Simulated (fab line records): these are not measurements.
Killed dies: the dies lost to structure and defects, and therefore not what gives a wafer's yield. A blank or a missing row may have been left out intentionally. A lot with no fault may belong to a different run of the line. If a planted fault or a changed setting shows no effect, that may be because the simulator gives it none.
fab line records	flow gf180mcu
record: lots: 6	wafers: 18	lastDay: 34
route steps=602 shown M4@468 V4@476 MIM@503 PASSIVATION@602
lots untouched by any fault: they come from a run of this same line in which no faults occurred
startH: the number of hours between the record's first day and the start of the first shown wafer of the lot	waitH: hours elapsed since this lot's preceding step	" as in the row above	L1.1+2: a single row standing in for several wafers	- no value, or no start was given	* or withheld: withheld	< > ~ a bound
route shown NAME@n: a module of which the file shows steps, and the number in the route of the first	usual: average and standard deviation across the fault-free wafers	same: alike in all rows	chamber/n: place in a boat	sites: readings site by site	_std_site: standard deviation across them	_edge_site: outer sites' mean less inner sites'	radiusMm: how far each site lies from the wafer's centre	mask NAME#n: copy n	behind: the last tool/chamber to shape the wafer	hold: the reason the lot was held/the length of the hold in hours/how it ended	device: which transistor (n, p or np) failed to switch	end of line: at the end of the route, the tests of the same wafers	a step without rows: its recipe alone	killed: at the first sort, the dies lost to defects and structure; wafer yield is something else	map: the dies of a wafer, with x for killed, . for not killed, _ for no die there
set.NAME: setting as actually run; set.NAME@STEP: the setting as run at that earlier step	model.NAME: the simulator's own value behind a step, which no gauge read
lots seen at some steps along the route; tables by step, rows by wafer
services: from which hour (startH, from the record's first day; less than 0 if before it) a tool's chamber was out of use, for how many hours, and why
== steps ==
step: GF_M4_PEB_12
recipe: pebTempC: 135	pebTimeS: 90	resist: KrF
step: GF_M4_DEVELOP_13
recipe: developTimeS: 60	devTempC: 21
step: GF_M4_CD_MEAS_14
recipe: targetCdNm: 280
usual: cdNm: 280.0/0.9
lot.wafer	tool	chamber	startH	waitH	cdNm
L778.2	cdSem-02	-	568.09	0.1	281.4
L778.4	"	-	"	"	280.7
L778.6	"	-	"	"	280.9
L782.3	cdSem-02	-	607.56	0.1	279.4
L782.5	"	-	"	"	280.4
L782.6	"	-	"	"	280.4
L784.2	cdSem-01	-	624.04	0.1	278.4
L784.3	"	-	"	"	279.0
L784.5	"	-	"	"	278.0
L785.1	cdSem-01	-	627.35	0.1	279.8
L785.2	"	-	"	"	280.4
L785.6	"	-	"	"	280.5
L795.1	cdSem-02	-	695.02	0.1	279.2
L795.2	"	-	"	"	279.0
L795.6	"	-	"	"	279.5
L796.2	cdSem-02	-	704.50	0.1	278.2
L796.3	"	-	"	"	278.9
L796.6	"	-	"	"	278.0
step: GF_M4_OVL_MEAS_15
usual: M4_OVL: -2/5
lot.wafer	tool	chamber	startH	waitH	M4_OVL[nm]
L778.2	overlay-02	-	568.20	0.1	2
L778.4	"	-	"	"	-4
L778.6	"	-	"	"	-2
L782.3	overlay-01	-	607.66	0.1	-2
L782.5	"	-	"	"	2
L782.6	"	-	"	"	-5
L784.2	overlay-01	-	624.15	0.1	-5
L784.3	"	-	"	"	-1
L784.5	"	-	"	"	-4
L785.1	overlay-01	-	627.47	0.1	-10
L785.2	"	-	"	"	-3
L785.6	"	-	"	"	1
L795.1	overlay-02	-	695.14	0.1	9
L795.2	"	-	"	"	-1
L795.6	"	-	"	"	4
L796.2	overlay-02	-	704.61	0.1	0
L796.3	"	-	"	"	-13
L796.6	"	-	"	"	1
step: GF_M4_METAL_ETCH_16
recipe: chemistry: Cl2/BCl3	maskMaterial: KrF	targetDepthNm: 627.5	stopOn: SiO2	pressureMtorr: 8	icpW: 800	biasW: 140	Cl2_flow_sccm: 80	bcl3FlowSccm: 40	timeS: 104.6
usual: drypumpMotorCurrentA: 5.7/0.49	oesProductAu: 0.973/0.006	throttleValvePct: 28.250/0.01
lot.wafer	tool	chamber	startH	waitH	drypumpMotorCurrentA	oesProductAu	rfHoursCounterH	throttleValvePct
L778.2	rieMetal-02	0	568.23	0.0	5.4	0.976	2	28.261
L778.4	"	0	"	"	5.3	0.972	-	28.253
L778.6	"	1	"	"	6.0	0.977	-	28.246
L782.3	rieMetal-01	0	607.72	0.1	6.2	0.964	-	28.263
L782.5	"	0	"	"	6.2	0.970	-	28.247
L782.6	"	1	"	"	5.2	0.974	-	28.263
L784.2	rieMetal-02	0	624.18	0.0	5.4	0.972	4	28.235
L784.3	"	1	"	"	6.0	0.981	-	28.269
L784.5	"	0	"	"	5.4	0.966	-	28.235
L785.1	rieMetal-04	0	627.50	0.0	5.0	0.982	10	28.249
L785.2	"	1	"	"	6.3	0.981	11	28.239
L785.6	"	0	"	"	4.9	0.979	-	28.249
L795.1	rieMetal-02	1	695.18	0.0	6.0	0.961	11	28.250
L795.2	"	0	"	"	5.4	0.964	6	28.253
L795.6	"	1	"	"	6.0	0.978	-	28.260
L796.2	rieMetal-02	1	704.64	0.0	6.1	0.967	11	28.263
L796.3	"	1	"	"	6.1	0.965	-	28.244
L796.6	"	1	"	"	6.0	0.963	-	28.255
step: GF_M4_STRIP_17
recipe: chemistry: O2/N2	powerW: 1400	pressureMtorr: 1500	platenTempC: 250	o2FlowSccm: 3000	n2FlowSccm: 300	overashFraction: 0.5
usual: drypumpMotorCurrentA: 6.4/0.3	heaterPowerW: 321/22	oesProductAu: 0.557/0.0046	stripTimeToEndpointS: 7.87/0.039
lot.wafer	tool	chamber	startH	waitH	drypumpMotorCurrentA	heaterPowerW	oesProductAu	rfHoursCounterH	stripTimeToEndpointS
L778.2	plasmaAsher-02	1	568.34	0.1	6.1	319	0.556	78	7.91
L778.4	"	0	"	"	6.2	370	0.560	-	7.88
L778.6	"	1	"	"	6.1	317	0.554	-	7.93
L782.3	plasmaAsher-01	1	607.83	0.1	6.6	299	0.565	-	7.93
L782.5	"	1	"	"	6.6	303	0.557	-	7.96
L782.6	"	0	"	"	6.7	305	0.561	-	7.88
L784.2	plasmaAsher-02	0	624.29	0.1	6.2	369	0.552	84	7.87
L784.3	"	1	"	"	6.0	312	0.554	-	7.94
L784.5	"	0	"	"	6.2	374	0.558	-	7.87
L785.1	plasmaAsher-01	1	627.62	0.1	6.5	296	0.563	51	7.85
L785.2	"	0	"	"	6.8	310	0.554	51	7.88
L785.6	"	0	"	"	6.7	303	0.553	-	7.81
L795.1	plasmaAsher-01	0	695.29	0.1	6.7	302	0.549	60	7.87
L795.2	"	1	"	"	6.6	300	0.558	60	7.81
L795.6	"	0	"	"	6.7	310	0.559	-	7.86
L796.2	plasmaAsher-01	0	704.75	0.1	6.7	300	0.560	61	7.89
L796.3	"	1	"	"	6.6	296	0.558	-	7.89
L796.6	"	0	"	"	6.7	305	0.560	-	7.91
step: GF_M4_STRIP_18
recipe: chemistry: postEtchResidueRemover	timeS: 1200	tempC: 72.5
step: GF_M4_CLEAN_19
recipe: chemistry: DIW	dry: n2Spin
step: GF_V4_CVD_00
recipe: material: SiO2	targetThkNm: 600	sigmaOpenFrac: 0.3	tempC: 400	timeS: 100	sih4FlowSccm: 60	pressureMtorr: 6
step: GF_V4_THK_MEAS_01
recipe: reads: SiO2_of_V4_CVD_00
usual: V4_CVD_00_THK: 602/5.4
lot.wafer	tool	chamber	startH	waitH	V4_CVD_00_THK[nm]
L778.2	filmMetro-01	-	568.96	0.0	600
L778.4	"	-	"	"	606
L778.6	"	-	"	"	604
L782.3	filmMetro-03	-	608.42	0.1	601
L782.5	"	-	"	"	601
L782.6	"	-	"	"	606
L784.2	filmMetro-03	-	624.91	0.0	592
L784.3	"	-	"	"	600
L784.5	"	-	"	"	594
L785.1	filmMetro-03	-	628.25	0.0	609
L785.2	"	-	"	"	609
L785.6	"	-	"	"	614
L795.1	filmMetro-03	-	695.90	0.0	596
L795.2	"	-	"	"	599
L795.6	"	-	"	"	600
L796.2	filmMetro-04	-	705.46	0.0	604
L796.3	"	-	"	"	609
L796.6	"	-	"	"	606
step: GF_V4_CVD_02
recipe: material: SiO2	targetThkNm: 850	precursor: TEOS	tempC: 400	timeS: 94.851	rfW: 600
step: GF_V4_THK_MEAS_03
recipe: reads: SiO2_of_V4_CVD_02
usual: V4_CVD_02_THK: 848/9.4
lot.wafer	tool	chamber	startH	waitH	V4_CVD_02_THK[nm]
L778.2	filmMetro-01	-	569.09	0.0	850
L778.4	"	-	"	"	861
L778.6	"	-	"	"	857
L782.3	filmMetro-04	-	608.55	0.1	828
L782.5	"	-	"	"	836
L782.6	"	-	"	"	853
L784.2	filmMetro-01	-	625.04	0.0	852
L784.3	"	-	"	"	854
L784.5	"	-	"	"	856
L785.1	filmMetro-04	-	628.38	0.0	838
L785.2	"	-	"	"	840
L785.6	"	-	"	"	848
L795.1	filmMetro-04	-	696.03	0.0	852
L795.2	"	-	"	"	852
L795.6	"	-	"	"	850
L796.2	filmMetro-01	-	705.59	0.0	846
L796.3	"	-	"	"	846
L796.6	"	-	"	"	857
step: GF_V4_CMP_04
recipe: material: SiO2	downForcePsi: 4	platenRpm: 60	padVelocityMS: 0.94248
usual: motorCurrentA: 11.9/1.4	timeToEndpointS: 83/4.9
lot.wafer	tool	chamber	startH	waitH	motorCurrentA	timeToEndpointS	model.SiO2_of_V4_CVD_02.thkNm
L778.4	cmp-02	1	569.14	0.0	12.8	88	632.2
L778.2	"	3	"	"	9.9	83	633.2
L778.6	"	1	"	"	13.3	84	633.5
L782.3	cmp-01	3	608.64	0.1	14.1	74	631.5
L782.5	"	2	"	"	12.4	74	631.4
L782.6	"	3	"	"	14.5	82	631.7
L784.2	cmp-02	2	625.14	0.1	12.4	22	790.5
L784.3	"	1	"	"	12.7	25	790.1
L784.5	"	3	"	"	9.3	24	790.1
L785.2	cmp-02	0	628.54	0.1	11.6	19	789.3
L785.1	"	1	"	"	12.4	17	791
L785.6	"	2	"	"	12.2	25	791
L795.1	cmp-01	1	696.09	0.1	11.5	81	633.1
L795.2	"	2	"	"	12.9	78	633.2
L795.6	"	1	"	"	12.5	85	633.5
L796.3	cmp-01	3	705.69	0.1	14.3	83	633
L796.2	"	0	"	"	10.7	78	631.8
L796.6	"	3	"	"	13.8	85	632.3
step: GF_V4_BOW_MEAS_05
recipe: mode: bow
usual: V4_BOW: 134/10
lot.wafer	tool	chamber	startH	waitH	V4_BOW[um]
L778.2	filmMetro-04	-	569.46	0.2	120
L778.4	"	-	"	"	135
L778.6	"	-	"	"	123
L782.3	filmMetro-04	-	608.93	0.2	146
L782.5	"	-	"	"	158
L782.6	"	-	"	"	142
L784.2	filmMetro-04	-	625.46	0.3	140
L784.3	"	-	"	"	151
L784.5	"	-	"	"	143
L785.1	filmMetro-03	-	628.74	0.1	127
L785.2	"	-	"	"	135
L785.6	"	-	"	"	133
L795.1	filmMetro-04	-	696.39	0.2	136
L795.2	"	-	"	"	131
L795.6	"	-	"	"	132
L796.2	filmMetro-04	-	705.96	0.2	135
L796.3	"	-	"	"	128
L796.6	"	-	"	"	123
step: GF_V4_DEHYDRATE_06
recipe: tempC: 200	timeS: 60
step: GF_V4_HMDS_07
recipe: primeTimeS: 60	primeTempC: 120
step: GF_V4_COAT_08
recipe: resist: BARC	tempC: withheld	timeS: withheld	spinRpm: withheld	resistThkNm: withheld
step: GF_V4_COAT_09
recipe: resist: KrF	spinRpm: withheld	resistThkNm: 1000
step: GF_V4_SOFTBAKE_10
recipe: tempC: 130	timeS: 60	resist: KrF
step: GF_V4_EXPOSE_11
recipe: maskId: Via4	targetCdNm: 260	na: 0.68	sourceShape: conventional	sigmaOuter: 0.6	doseMj: 38
step: GF_V4_PEB_12
recipe: pebTempC: 135	pebTimeS: 90	resist: KrF
step: GF_V4_DEVELOP_13
recipe: developTimeS: 60	resist: KrF	devTempC: 21
step: GF_V4_CD_MEAS_14
recipe: targetCdNm: 260
usual: cdNm: 259.5/1.4
lot.wafer	tool	chamber	startH	waitH	cdNm
L778.2	cdSem-02	-	591.37	0.1	259.0
L778.4	"	-	"	"	259.4
L778.6	"	-	"	"	259.9
L782.3	cdSem-01	-	629.13	0.2	259.1
L782.5	"	-	"	"	259.2
L782.6	"	-	"	"	259.2
L784.2	cdSem-01	-	645.17	0.1	261.3
L784.3	"	-	"	"	260.8
L784.5	"	-	"	"	259.7
L785.1	cdSem-02	-	649.40	0.1	260.2
L785.2	"	-	"	"	259.5
L785.6	"	-	"	"	259.9
L795.1	cdSem-01	-	714.90	0.2	257.6
L795.2	"	-	"	"	256.3
L795.6	"	-	"	"	256.8
L796.2	cdSem-01	-	723.52	0.1	260.8
L796.3	"	-	"	"	259.6
L796.6	"	-	"	"	261.5
step: GF_V4_OVL_MEAS_15
usual: V4_OVL: -4/4.9
lot.wafer	tool	chamber	startH	waitH	V4_OVL[nm]
L778.2	overlay-01	-	591.48	0.1	-7
L778.4	"	-	"	"	2
L778.6	"	-	"	"	1
L782.3	overlay-01	-	629.23	0.1	-3
L782.5	"	-	"	"	-1
L782.6	"	-	"	"	0
L784.2	overlay-02	-	645.27	0.1	-1
L784.3	"	-	"	"	-2
L784.5	"	-	"	"	0
L785.1	overlay-02	-	649.52	0.1	-14
L785.2	"	-	"	"	-10
L785.6	"	-	"	"	-4
L795.1	overlay-01	-	715.02	0.1	0
L795.2	"	-	"	"	-2
L795.6	"	-	"	"	0
L796.2	overlay-02	-	723.62	0.1	-16
L796.3	"	-	"	"	-15
L796.6	"	-	"	"	-11
step: GF_V4_ETCH_16
recipe: chemistry: N2/H2	targetDepthA: withheld	overetchA: withheld	timeS: withheld	target: BARC	ionEnergyEv: 200	sourceW: 500	biasW: 100	pressureMtorr: 30	n2FlowSccm: 100	h2FlowSccm: 200
step: GF_V4_ETCH_17
recipe: chemistry: C4F8/O2/Ar	maskMaterial: KrF	target: SiO2	stopOn: TiN	sourceW: 1500	biasW: 1200	pressureMtorr: 40	c4f8FlowSccm: withheld	O2_flow_sccm: 6	Ar_flow_sccm: 300	timeS: withheld	targetDepthA: 6300
usual: oesProductAu: 0.856/0.0048
lot.wafer	tool	chamber	startH	waitH	oesProductAu	model.V4.featureDepthNm	model.etch.depthNm
L778.2	rieDiel-01	0	-	-	0.850	633.2	633.2
L778.4	"	1	"	"	0.863	632.2	632.2
L778.6	"	0	"	"	0.856	633.5	633.5
L782.3	rieDiel-03	0	-	-	0.850	631.5	631.5
L782.5	"	0	"	"	0.856	631.4	631.4
L782.6	"	1	"	"	0.851	631.7	631.7
L784.2	rieDiel-01	3	-	-	0.976	790.5	790.5
L784.3	"	2	"	"	0.984	790.1	790.1
L784.5	"	1	"	"	0.978	790.1	790.1
L785.1	rieDiel-04	1	-	-	0.975	791	791
L785.2	"	2	"	"	0.977	789.3	789.3
L785.6	"	1	"	"	0.972	791	791
L795.1	rieDiel-03	0	-	-	0.853	633.1	633.1
L795.2	"	2	"	"	0.851	633.2	633.2
L795.6	"	2	"	"	0.862	633.5	633.5
L796.2	rieDiel-03	3	-	-	0.854	631.8	631.8
L796.3	"	0	"	"	0.856	633	633
L796.6	"	0	"	"	0.863	632.3	632.3
step: GF_V4_STRIP_18
recipe: chemistry: O2/N2	powerW: 1400	pressureMtorr: 1500	platenTempC: 250	o2FlowSccm: 3000	n2FlowSccm: 300	overashFraction: 0.5
step: GF_V4_STRIP_19
recipe: chemistry: postEtchResidueRemover	timeS: 1200	tempC: 72.5
step: GF_V4_CLEAN_20
recipe: chemistry: DIW	dry: n2Spin
step: GF_V4_SPUTTER_21
recipe: material: Ti	targetThkNm: 15	chamberPressurePa: 5	powerW: 2500	substrateTempC: 200	timeS: 80.02
usual: cathodeDcPowerW: 2500.0/0.41	throttleValvePct: 30.5/0.83
lot.wafer	tool	chamber	startH	waitH	cathodeDcPowerW	throttleValvePct
L778.2	pvdSputter-04	-	592.26	0.0	2499.6	31.9
L778.4	"	-	"	"	2501.1	29.2
L778.6	"	-	"	"	2499.6	29.9
L782.3	pvdSputter-03	-	629.94	0.0	2499.3	31.5
L782.5	"	-	"	"	2500.3	30.9
L782.6	"	-	"	"	2500.1	30.3
L784.2	pvdSputter-04	-	645.97	0.0	2500.9	29.4
L784.3	"	-	"	"	2500.5	29.9
L784.5	"	-	"	"	2499.7	29.9
L785.1	pvdSputter-01	-	650.22	0.0	2499.0	31.0
L785.2	"	-	"	"	2499.6	30.3
L785.6	"	-	"	"	2500.4	30.4
L795.1	pvdSputter-01	-	715.72	0.0	2499.7	31.1
L795.2	"	-	"	"	2499.9	30.3
L795.6	"	-	"	"	2500.2	31.2
L796.2	pvdSputter-01	-	724.32	0.0	2499.9	30.4
L796.3	"	-	"	"	2499.9	30.4
L796.6	"	-	"	"	2499.7	31.0
step: GF_V4_SPUTTER_22
recipe: material: TiN	targetThkNm: 10	chamberPressurePa: 5	powerW: 4000	timeS: 40
step: GF_V4_CVD_23
recipe: material: W	targetThkNm: 350	timeS: 104.9	tempC: 400	pressureTorr: 40
usual: heaterPowerW: 820/84
lot.wafer	tool	chamber	startH	waitH	heaterPowerW
L778.2	cvdW-02	1	592.36	0.0	720
L778.4	"	0	"	"	933
L778.6	"	1	"	"	744
L782.3	cvdW-02	0	630.08	0.1	927
L782.5	"	0	"	"	923
L782.6	"	1	"	"	751
L784.2	cvdW-02	0	646.07	0.0	921
L784.3	"	0	"	"	917
L784.5	"	0	"	"	918
L785.1	cvdW-02	1	650.32	0.0	757
L785.2	"	0	"	"	951
L785.6	"	1	"	"	746
L795.1	cvdW-01	1	715.82	0.0	730
L795.2	"	0	"	"	800
L795.6	"	1	"	"	728
L796.2	cvdW-01	0	724.42	0.0	806
L796.3	"	1	"	"	746
L796.6	"	0	"	"	835
step: GF_V4_RS_MEAS_24
recipe: thkMeasGauge: four-point-probe	reads: W_of_V4_CVD_23+TiN_of_V4_SPUTTER_22+Ti_of_V4_SPUTTER_21
usual: V4_W_RS: 0.3291/0.0027
lot.wafer	tool	chamber	startH	waitH	V4_W_RS[ohm/sq]
L778.2	filmMetro-01	-	592.49	0.1	0.3299
L778.4	"	-	"	"	0.3300
L778.6	"	-	"	"	0.3307
L782.3	filmMetro-03	-	630.20	0.1	0.3319
L782.5	"	-	"	"	0.3280
L782.6	"	-	"	"	0.3312
L784.2	filmMetro-01	-	646.20	0.1	0.3273
L784.3	"	-	"	"	0.3305
L784.5	"	-	"	"	0.3315
L785.1	filmMetro-01	-	650.43	0.1	0.3283
L785.2	"	-	"	"	0.3276
L785.6	"	-	"	"	0.3322
L795.1	filmMetro-04	-	715.93	0.1	0.3289
L795.2	"	-	"	"	0.3290
L795.6	"	-	"	"	0.3249
L796.2	filmMetro-03	-	724.56	0.1	0.3300
L796.3	"	-	"	"	0.3292
L796.6	"	-	"	"	0.3271
step: GF_V4_THK_MEAS_25
recipe: thkMeasGauge: xrf	reads: W_of_V4_CVD_23
usual: V4_W_THK: 340/3.3
lot.wafer	tool	chamber	startH	waitH	V4_W_THK[nm]
L778.2	filmMetro-01	-	592.60	0.1	340
L778.4	"	-	"	"	344
L778.6	"	-	"	"	339
L782.3	filmMetro-03	-	630.30	0.1	337
L782.5	"	-	"	"	341
L782.6	"	-	"	"	339
L784.2	filmMetro-01	-	646.31	0.1	341
L784.3	"	-	"	"	337
L784.5	"	-	"	"	337
L785.1	filmMetro-01	-	650.55	0.1	341
L785.2	"	-	"	"	341
L785.6	"	-	"	"	337
L795.1	filmMetro-04	-	716.05	0.1	344
L795.2	"	-	"	"	341
L795.6	"	-	"	"	346
L796.2	filmMetro-03	-	724.67	0.1	343
L796.3	"	-	"	"	341
L796.6	"	-	"	"	344
step: GF_V4_CMP_26
recipe: stopOn: SiO2	downForcePsi: 3.5	platenRpm: 60	tOverpolishS: 15	targetThkNm: 0	padVelocityMS: 0.94248
usual: motorCurrentA: 11.0/1.2
lot.wafer	tool	chamber	startH	waitH	motorCurrentA	model.SiO2_of_V4_CVD_02.thkNm
L778.2	cmp-01	0	592.71	0.1	9.7	629.4
L778.4	"	1	"	"	11.2	628.4
L778.6	"	1	"	"	10.3	629.7
L782.3	cmp-02	2	630.43	0.1	11.5	627.7
L782.6	"	2	"	"	11.4	627.9
L782.5	"	3	"	"	8.7	627.6
L784.2	cmp-01	1	646.36	0.0	10.6	786.8
L784.3	"	0	"	"	8.8	786.4
L784.5	"	1	"	"	11.0	786.4
L785.1	cmp-01	2	650.61	0.1	11.6	787.2
L785.2	"	3	"	"	12.5	785.5
L785.6	"	2	"	"	10.8	787.2
L795.2	cmp-02	2	716.31	0.2	11.5	629.5
L795.1	"	3	"	"	8.7	629.3
L795.6	"	1	"	"	11.0	629.8
L796.3	cmp-01	1	724.72	0.0	10.6	629.2
L796.2	"	3	"	"	13.7	628
L796.6	"	2	"	"	11.8	628.5
step: GF_MIM_SPUTTER_00
recipe: material: Ti	targetThkNm: 37.5	arrivingIonEnergyEv: 80	substrateTempC: 200	chamberPressurePa: 2	powerW: 4000	timeS: 150
usual: cathodeDcPowerW: 3999.9/0.7	throttleValvePct: 30.5/1.2
lot.wafer	tool	chamber	startH	waitH	cathodeDcPowerW	throttleValvePct
L778.2	pvdSputter-02	-	593.01	0.2	3999.7	28.9
L778.4	"	-	"	"	3999.5	27.9
L778.6	"	-	"	"	4000.6	28.0
L782.3	pvdSputter-03	-	630.73	0.2	3999.6	30.4
L782.5	"	-	"	"	3999.9	30.6
L782.6	"	-	"	"	4000.8	31.3
L784.2	pvdSputter-01	-	646.66	0.2	4000.5	31.2
L784.3	"	-	"	"	4000.9	30.5
L784.5	"	-	"	"	3998.7	31.4
L785.1	pvdSputter-02	-	650.91	0.2	3999.0	31.0
L785.2	"	-	"	"	4000.7	28.6
L785.6	"	-	"	"	4000.0	31.2
L795.1	pvdSputter-01	-	716.51	0.1	4000.4	30.4
L795.2	"	-	"	"	4000.0	31.0
L795.6	"	-	"	"	4000.4	31.3
L796.2	pvdSputter-03	-	725.02	0.1	4000.7	28.7
L796.3	"	-	"	"	4000.4	30.3
L796.6	"	-	"	"	4000.2	31.3
step: GF_PASSIVATION_PROBE_99
lot.wafer	tool	chamber	startH	waitH	model.etest.via4Chain.rcOhm	model.etest.met5Comb.leakLog10AUm
L778.2	prober-02	-	699.88	0.1	6.162	-11.92
L778.4	prober-02	-	699.98	0.2	6.616	-11.9
L778.6	prober-02	-	700.08	0.2	6.615	-12.04
L782.3	prober-02	-	733.38	0.2	6.638	-12.02
L782.5	prober-02	-	733.48	0.2	6.384	-12.07
L782.6	prober-02	-	733.53	0.2	6.664	-12.02
L784.2	prober-02	-	746.09	0.1	7.868	-11.25
L784.3	prober-02	-	746.14	0.2	8.075	-11.48
L784.5	prober-02	-	746.24	0.2	7.26	-11.66
L785.1	prober-01	-	751.10	0.1	9.112	-10.01
L785.2	prober-01	-	751.15	0.1	10.85	-10.5
L785.6	prober-01	-	751.35	0.2	11.69	-11.04
L795.1	prober-01	-	806.28	0.1	6.611	-12.1
L795.2	prober-01	-	806.33	0.1	6.656	-11.96
L795.6	prober-01	-	806.53	0.2	6.357	-11.95
L796.2	prober-02	-	811.50	0.1	6.42	-11.88
L796.3	prober-02	-	811.55	0.2	6.271	-11.95
L796.6	prober-02	-	811.70	0.2	6.662	-11.74
killed by level:class
L778.2 V2:geometricParticle:open=4 V4:geometricParticle:open=4 STI:geometricParticle:open=3 CONTACT:geometricParticle:open=3 CONTACT:geometricParticle:short=3 V1:geometricParticle:open=3 V3:geometricParticle:open=3 V5:geometricParticle:open=3
L778.4 V1:geometricParticle:open=7 V4:geometricParticle:open=6 V1:geometricParticle:short=4 V5:geometricParticle:open=4 M1:geometricParticle:short=3 STI:geometricParticle:open=2 CONTACT:geometricParticle:short=2 M5:geometricParticle:short=2
L778.6 V4:geometricParticle:open=8 V1:geometricParticle:open=6 CONTACT:geometricParticle:short=5 V5:geometricParticle:open=5 V2:geometricParticle:open=3 M3:geometricParticle:short=3 SALICIDE:geometricParticle:open=2 V4:geometricParticle:short=2
L782.3 V1:geometricParticle:short=5 V1:geometricParticle:open=5 V3:geometricParticle:open=5 M1:geometricParticle:short=3 V2:geometricParticle:open=3 M4:geometricParticle:short=3 V4:geometricParticle:open=3 M5:geometricParticle:short=3
L782.5 V2:geometricParticle:open=5 V5:geometricParticle:open=5 CONTACT:geometricParticle:open=4 V3:geometricParticle:open=4 V4:geometricParticle:open=4 STI:geometricParticle:short=3 V3:geometricParticle:short=3 M4:geometricParticle:short=3
L782.6 V2:geometricParticle:open=5 STI:geometricParticle:short=4 V4:geometricParticle:open=3 POLY_GATE:geometricParticle:short=2 V5:geometricParticle:open=2 V3:geometricParticle:open=2 M5:geometricParticle:short=2 STI:geometricParticle:open=1
L795.1 V4:geometricParticle:open=6 V2:geometricParticle:open=5 V3:geometricParticle:open=5 M3:geometricParticle:short=4 V3:geometricParticle:short=4 V5:geometricParticle:open=4 STI:geometricParticle:open=3 CONTACT:geometricParticle:open=3
L795.2 CONTACT:geometricParticle:open=6 V2:geometricParticle:short=4 V2:geometricParticle:open=4 V3:geometricParticle:open=4 V3:geometricParticle:short=4 STI:geometricParticle:open=3 V1:geometricParticle:open=3 M1:geometricParticle:short=3
L795.6 V5:geometricParticle:open=8 V3:geometricParticle:open=6 CONTACT:geometricParticle:open=4 V2:geometricParticle:short=4 STI:geometricParticle:open=3 M1:geometricParticle:short=3 V3:geometricParticle:short=3 V4:geometricParticle:open=3
L796.2 V4:geometricParticle:open=6 V5:geometricParticle:open=6 V2:geometricParticle:short=5 STI:geometricParticle:short=4 CONTACT:geometricParticle:open=4 V1:geometricParticle:open=4 V5:geometricParticle:short=4 V3:geometricParticle:short=2
L796.3 M1:geometricParticle:short=6 V3:geometricParticle:open=4 M3:geometricParticle:open=3 V1:geometricParticle:open=3 V2:geometricParticle:open=3 V3:geometricParticle:short=3 STI:geometricParticle:open=2 V4:geometricParticle:short=2
L796.6 V4:geometricParticle:open=5 POLY_GATE:geometricParticle:short=4 CONTACT:geometricParticle:open=4 V3:geometricParticle:short=4 V3:geometricParticle:open=4 V5:geometricParticle:open=4 V2:geometricParticle:open=3 STI:geometricParticle:open=2
== services ==
tool	chamber	startH	hours	kind
rieMetal-02	-	555.03	2.8	pm
cmp-02	-	558.78	2.4	repair
rieMetal-02	0	559.15	4.6	repair
pvdSputter-02	-	570.33	1.1	repair
cmp-01	-	572.05	4.0	pm
pvdSputter-01	-	575.77	1.7	repair
pvdSputter-02	-	587.07	2.3	repair
cmp-01	-	591.01	0.5	repair
cmp-01	-	601.76	2.0	repair
cvdW-02	-	603.01	2.8	pm
rieDiel-03	2	606.68	36.2	repair
rieDiel-03	3	607.70	5.0	repair
cmp-02	-	612.09	0.8	repair
rieDiel-03	1	612.37	4.0	repair
cmp-01	-	622.45	6.4	pm
cmp-02	-	639.63	5.3	pm
cmp-01	-	657.62	4.3	repair
pvdSputter-03	-	658.35	2.7	repair
pvdSputter-01	-	664.14	4.2	repair
cmp-02	-	665.47	0.9	repair
plasmaAsher-01	-	677.47	2.8	pm
rieDiel-03	-	687.68	2.8	pm
cmp-01	-	709.52	7.0	pm
rieDiel-03	-	724.98	0.9	repair
== key ==
firstSign: step: GF_V4_CMP_04	reading: timeToEndpointS	direction: down	sigmas: 13	usual: *	struck: *
effect: step: GF_V4_ETCH_17	reading: oesProductAu	direction: up	sigmas: 25	usual: 0.856	struck: 0.977
modelEffect: step: GF_V4_CMP_04	value: SiO2_of_V4_CVD_02.thkNm	without: 632.2	struck: 790.4
modelEffect: step: GF_V4_ETCH_17	value: V4.featureDepthNm	without: 632.2	struck: 790.4
modelEffect: step: GF_V4_CMP_26	value: SiO2_of_V4_CVD_02.thkNm	without: 628.4	struck: 786.6
modelEffect: step: GF_PASSIVATION_PROBE_99	value: etest.via4Chain.rcOhm	without: 6.35	struck: 9.142
metAt GF_V4_CMP_04
struckWafers L784.2,L784.3,L784.5,L785.1,L785.2,L785.6
sortLeftOut L784.2,L784.3,L784.5,L785.1,L785.2,L785.6
onsetBetween 569.14 625.14
fault: kind: processParameterDrift	tool: cmp-02	chamber: -	onsetH: 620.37	steps: GF_V4_CMP_04	channel: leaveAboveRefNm	offset: 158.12	shape: step	endH: 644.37	actsIn: theseRecipesOnly	stated: 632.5
sortLeftOut: the simulated sort isn't trusted on such a fault, so these wafers' sort isn't shown, and their yield isn't known
